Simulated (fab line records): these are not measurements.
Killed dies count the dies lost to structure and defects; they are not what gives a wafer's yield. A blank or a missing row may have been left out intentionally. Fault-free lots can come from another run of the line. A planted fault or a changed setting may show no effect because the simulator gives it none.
What tool caused it? | flow gf180mcu | 6 lots with 18 wafers sampled at 2 steps, on a route of 602 steps

== WHAT THE GAUGES READ, wafer by wafer ==
GF_MVSD_TW_MEAS_11.
lot  | measured    | on           | MVSD_TW
L501 | day 5 00:34 | filmMetro-02 | 1572 1574 1566
L503 | day 5 12:14 | filmMetro-02 | 1574 1581 1570
L508 | day 6 18:13 | filmMetro-02 | 1863 1858 1858
L510 | day 7 04:28 | filmMetro-01 | 1560 1567 1560
L514 | day 8 05:26 | filmMetro-02 | 1569 1573 1573
L519 | day 9 09:58 | filmMetro-01 | 1547 1547 1533

== TOOL THAT RAN EACH LOT (tool first, then ch and the chambers of the sampled wafers, then the start) ==
lot  | GF_MVSD_IMPLANT_08
L501 | implanter-02 ch 0, day 5 00:10
L503 | implanter-02 ch 0, day 5 11:52
L508 | implanter-02 ch 0, day 6 17:50
L510 | implanter-04 ch 0, day 7 04:04
L514 | implanter-01 ch 0, day 8 05:02
L519 | implanter-01 ch 0, day 9 09:16
- GF_MVSD_IMPLANT_08

== THE ANSWER, worked out from the rows above alone ==
Rule: the lots themselves supply what counts as usual. Put in order of their means at a reading, lots are off if they are a third of the lots or fewer, leave a main group of 4 or more, and stand apart from it by a gap of 3 or more times the standard deviation of the main group's means; of several such gaps the widest counts. If all means in a main group match to the digits the tables above print for the reading, that group is not used. A lot without any number at a reading at which 4 lots or more have one is off too. The other lots that the step has rows for count as sound.
Off: L508, seen at GF_MVSD_TW_MEAS_11 (MVSD_TW). Mean 1564 and standard deviation 12 in the main group.
A tool fits if, at a process step before that reading, it ran every lot that is off, and no sound lot after the first of them. The gauges at GF_MVSD_TW_MEAS_11 are tried like those tools. One fits: GF_MVSD_IMPLANT_08 on implanter-02. A fault onset in the window from L503 (day 5 11:52, its last sound lot) to L508 (day 6 17:50, its first lot off) fits.

== WHAT HAD BEEN PUT IN BY THE SIMULATOR ==
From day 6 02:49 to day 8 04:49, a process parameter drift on implanter-02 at GF_MVSD_IMPLANT_08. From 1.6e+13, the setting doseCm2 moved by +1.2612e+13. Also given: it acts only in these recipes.
Lots struck among those shown: L508. The same result came from the rule above.
